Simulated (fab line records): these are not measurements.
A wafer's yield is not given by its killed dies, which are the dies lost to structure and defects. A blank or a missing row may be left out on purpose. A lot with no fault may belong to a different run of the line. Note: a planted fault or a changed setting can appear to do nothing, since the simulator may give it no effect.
Which tool did it? ; flow sky130 ; 14 lots, 41 wafers sampled, at 7 steps of a route of 708

WHAT THE GAUGES SHOWED, per wafer
SKY_PWDE_OVL_MEAS_07. Usual: for PWDE_OVL the level is 0.8 nm and the standard deviation is 1.5.
lot;measured;on;PWDE_OVL (nm);flag
L936;day 3 17:20;overlay-02;-1.5 -1.0 -1.9;
L937;day 4 00:08;overlay-01;-2.8 -2.8 -0.5;
L938;day 4 04:14;overlay-01;1.2 0.0 1.4;
L939;day 4 16:35;overlay-01;-0.1 -1.6 -1.0;
L940;day 4 20:57;overlay-01;2.2 2.1 1.5;
L942;day 5 07:33;overlay-01;3.8 3.0 4.1;
L945;day 6 10:02;overlay-01;0.7 0.2 2.3;
L947;day 6 18:29;overlay-02;0.8 0.6 0.6;
L948;day 6 18:08;overlay-01;1.0 - 0.0;
L949;day 6 21:56;overlay-01;0.0 0.5 0.1;
L952;day 7 15:35;overlay-02;2.6 -;
L956;day 8 15:56;overlay-02;2.5 0.4 1.7;
L958;day 9 02:48;overlay-01;0.8 1.1 0.0;
L959;day 9 06:50;overlay-01;3.0 3.5 3.4;

SKY_NWELL_OVL_MEAS_10. Usual: for NWELL_00_OVL the level is -1.1 nm and the standard deviation is 1.5.
lot;measured;on;NWELL_00_OVL (nm);flag
L936;day 4 10:04;overlay-02;-1.1 -0.3 -0.8;
L937;day 4 17:25;overlay-01;0.2 0.3 -2.3;
L938;day 4 21:01;overlay-01;-3.1 -2.5 -3.2;
L939;day 5 09:45;overlay-02;-3.0 -3.3 -3.4;
L940;day 5 14:23;overlay-02;1.1 0.8 2.9;
L942;day 6 01:59;overlay-02;-2.3 -2.5 -4.2;
L945;day 7 04:38;overlay-02;0.7 0.4 -2.0;
L947;day 7 13:22;overlay-02;-2.8 -1.0 -1.8;
L948;day 7 13:02;overlay-01;-0.9 - -0.5;
L949;day 7 16:23;overlay-01;-1.5 -1.0 -2.4;
L952;day 8 12:44;overlay-02;-0.5 -;
L956;day 9 13:15;overlay-01;-2.1 -0.1 -3.4;
L958;day 10 00:19;overlay-01;-2.3 -1.2 -1.2;
L959;day 10 04:11;overlay-01;0.3 0.2 0.3;

SKY_SONOS_TUNNEL_OVL_MEAS_08. Usual: for SONOS_TUNNEL_OVL the level is -0.3 nm and the standard deviation is 1.2.
lot;measured;on;SONOS_TUNNEL_OVL (nm);flag
L936;day 11 01:16;overlay-02;-1.0 0.6 -3.2;
L937;day 11 13:57;overlay-01;2.0 1.1 0.2;
L938;day 11 19:23;overlay-01;-2.3 0.1 -1.7;
L939;day 12 12:44;overlay-01;0.6 -1.8 -2.3;
L940;day 12 17:58;overlay-01;-2.0 -1.7 -2.0;
L942;day 13 09:28;overlay-01;-0.3 -0.3 -0.3;
L945;day 14 21:16;overlay-01;-1.5 1.3 0.9;
L947;day 15 11:07;overlay-02;1.9 1.9 0.3;
L948;day 15 10:09;overlay-01;0.5 - 0.0;
L949;day 15 15:42;overlay-02;-0.5 -0.8 -2.3;
L952;day 16 17:34;overlay-01;-2.3 -;
L956;day 18 03:07;overlay-01;-0.4 -0.3 -1.2;
L958;day 18 16:52;overlay-01;-1.4 -0.9 -1.6;
L959;day 18 23:31;overlay-02;0.5 -0.1 0.7;

SKY_RES_PROTECT_TW_MEAS_08. Usual: for POLY_GATE_TW the level is 4076 and the standard deviation is 45.
lot;measured;on;POLY_GATE_TW;flag
L936;day 14 16:31;film_metro-02;4035 4088 4043;
L937;day 15 11:33;film_metro-02;4040 4063 4058;
L938;day 15 11:51;film_metro-04;4081 4085 4099;
L939;day 16 15:50;film_metro-04;4025 4041 4051;
L940;day 16 23:31;film_metro-04;4068 4073 4064;
L942;day 17 13:58;film_metro-04;4164 4127 4110;
L945;day 19 07:17;film_metro-04;4110 4125 4121;
L947;day 19 19:46;film_metro-04;4119 4145 4108;
L948;day 19 18:32;film_metro-02;4036 4044 4038;
L949;day 19 20:07;film_metro-02;4027 4032 4055;
L952;day 20 22:15;film_metro-04;4140 4115;
L956;day 22 08:53;film_metro-04;4132 4134 4144;
L958;day 23 05:40;film_metro-01;4031 4026 4038;
L959;day 23 07:46;film_metro-01;4017 4035 4001;

SKY_LDD_HVN_TW_MEAS_10. Usual: for LDD_HVN_TW the level is 1437 and the standard deviation is 7.7.
lot;measured;on;LDD_HVN_TW;flag
L936;day 19 16:21;film_metro-02;1449 1437 1446;
L937;day 20 14:53;film_metro-03;1442 1446 1443;
L938;day 20 17:17;film_metro-01;1437 1436 1429;
L939;day 21 23:43;film_metro-03;1448 1451 1446;
L940;day 22 05:58;film_metro-03;1442 1451 1452;
L942;day 23 01:20;film_metro-03;1447 1445 1449;
L945;day 24 15:47;film_metro-02;1445 1439 1442;
L947;day 25 03:02;film_metro-03;1438 1445 1444;
L948;day 25 02:31;film_metro-02;1427 1433 1433;
L949;day 25 04:01;film_metro-03;1441 1436 1435;
L952;day 26 02:26;film_metro-01;1438 1440;
L956;day 27 14:59;film_metro-01;1428 1432 1425;
L958;day 28 06:47;film_metro-01;1437 1438 1439;
L959;day 28 08:39;film_metro-01;1436 1433 1431;

TOOL THAT RAN EACH LOT (tool first, then ch and the chambers of the sampled wafers, then the start)
lot;SKY_FIELD_ISO_ETCH_14;SKY_FIELD_ISO_ETCH_15
L936;rie_diel-02 ch 0,1,2, day 2 04:38;rie_diel-02 ch 0,1,2, day 2 04:40
L937;rie_diel-02 ch 1,2,3, day 2 10:30;rie_diel-02 ch 1,2,3, day 2 10:32
L938;rie_diel-01 ch 0,1,2, day 2 14:27;rie_diel-01 ch 0,1,2, day 2 14:29
L939;rie_diel-02 ch 0,2,3, day 3 00:04;rie_diel-02 ch 0,2,3, day 3 00:07
L940;rie_diel-02 ch 1,3, day 3 05:02;rie_diel-02 ch 1,3, day 3 05:04
L942;rie_diel-02 ch 0,1,2, day 3 13:39;rie_diel-02 ch 0,1,2, day 3 13:41
L945;rie_diel-01 ch 0,2,3, day 4 07:58;rie_diel-01 ch 0,2,3, day 4 08:01
L947;rie_diel-01 ch 0,1,3, day 4 16:49;rie_diel-01 ch 0,1,3, day 4 16:52
L948;rie_diel-01 ch 0,1, day 4 19:29;rie_diel-01 ch 0,1, day 4 19:31
L949;rie_diel-04 ch 1,3, day 4 23:14;rie_diel-04 ch 1,3, day 4 23:16
L952;rie_diel-01 ch 1,3, day 5 19:34;rie_diel-01 ch 1,3, day 5 19:37
L956;rie_diel-02 ch 0,1,2, day 6 13:22;rie_diel-02 ch 0,1,2, day 6 13:25
L958;rie_diel-02 ch 0,1,3, day 6 23:29;rie_diel-02 ch 0,1,3, day 6 23:31
L959;rie_diel-02 ch 0,3, day 7 05:32;rie_diel-02 ch 0,3, day 7 05:34
- SKY_FIELD_ISO_ETCH_14: etches BARC in N2/H2, stops on SiO2, time 45.9 s, target depth 60 nm.
- SKY_FIELD_ISO_ETCH_15: etches the open film in CHF3/O2, stops on Si, target depth 180 nm, time 72 s.

WHAT THE TOOLS THEMSELVES READ (means of the sampled wafers that have a number; where no wafer has one, the mark that the record gives instead)
SKY_FIELD_ISO_ETCH_14. Usual: drypump_motor_current_A 6.0 A, standard deviation 0.35; oes_product_au 0.854 a.u., standard deviation 0.0045; throttle_valve_pct 13.225 %, standard deviation 0.0092.
lot;tool;drypump_motor_current_A (A);oes_product_au (a.u.);throttle_valve_pct (%);flag
L936;rie_diel-02;6.1;0.855;13.224;
L937;rie_diel-02;6.2;0.855;13.222;
L938;rie_diel-01;5.8;0.854;13.228;
L939;rie_diel-02;6.2;0.854;13.218;
L940;rie_diel-02;6.2;0.850;13.229;
L942;rie_diel-02;6.1;0.852;13.225;
L945;rie_diel-01;5.9;0.854;13.231;
L947;rie_diel-01;6.1;0.856;13.227;
L948;rie_diel-01;6.0;0.809;13.216;OFF
L949;rie_diel-04;5.7;0.856;13.230;
L952;rie_diel-01;6.2;0.783;13.211;OFF
L956;rie_diel-02;6.1;0.853;13.221;
L958;rie_diel-02;6.3;0.851;13.216;
L959;rie_diel-02;6.5;0.860;13.217;

SKY_FIELD_ISO_ETCH_15. Usual: drypump_motor_current_A 6.0 A, standard deviation 0.35; oes_product_au 0.946 a.u., standard deviation 0.0072; throttle_valve_pct 8.844 %, standard deviation 0.0089.
lot;tool;drypump_motor_current_A (A);oes_product_au (a.u.);throttle_valve_pct (%);flag
L936;rie_diel-02;6.1;0.951;8.848;
L937;rie_diel-02;6.2;0.949;8.846;
L938;rie_diel-01;5.8;0.947;8.850;
L939;rie_diel-02;6.2;0.943;8.840;
L940;rie_diel-02;6.2;0.934;8.839;
L942;rie_diel-02;6.1;0.950;8.859;
L945;rie_diel-01;5.9;0.942;8.845;
L947;rie_diel-01;6.1;0.945;8.841;
L948;rie_diel-01;6.0;0.751;8.784;OFF
L949;rie_diel-04;5.7;0.949;8.847;
L952;rie_diel-01;6.2;0.661;8.764;OFF
L956;rie_diel-02;6.1;0.947;8.836;
L958;rie_diel-02;6.3;0.950;8.836;
L959;rie_diel-02;6.4;0.946;8.846;

THE ANSWER, worked out from the rows above alone
Rule: lot off if the mean of its wafers having a number is beyond 3 standard deviations from the usual mean. Also off: a lot with no number at a reading for which 4 or more lots have one. The other lots that the step has rows for count as sound. The gauges are gone through in route order, then the tools' own readings, and for those a lot's mean is taken as printed above. The first step at which some lot is off is used, and at that step the reading that is off furthest; a lot without a number counts as furthest.
Off, at SKY_FIELD_ISO_ETCH_14 on oes_product_au: L948, L952.
If a tool, at that step or one of the process steps before it, ran each lot that is off and ran no sound lot following the first of them, it fits. One candidate fits, namely rie_diel-01 at SKY_FIELD_ISO_ETCH_14. Its last sound lot is L947 (day 4 16:49), its first lot that is off L948 (day 4 19:29): a fault that began between those two fits.
On the lots that are off, the tool's own readings at SKY_FIELD_ISO_ETCH_14 differ by more than 5 times the standard deviation of the sound lots' means, which bears it out; oes_product_au reads 0.796 a.u. there versus 0.854 a.u. on the sound lots.

WHAT THE SIMULATOR HAD INSERTED
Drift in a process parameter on rie_diel-01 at SKY_FIELD_ISO_ETCH_14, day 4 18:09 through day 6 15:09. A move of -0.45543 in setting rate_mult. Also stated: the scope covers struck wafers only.
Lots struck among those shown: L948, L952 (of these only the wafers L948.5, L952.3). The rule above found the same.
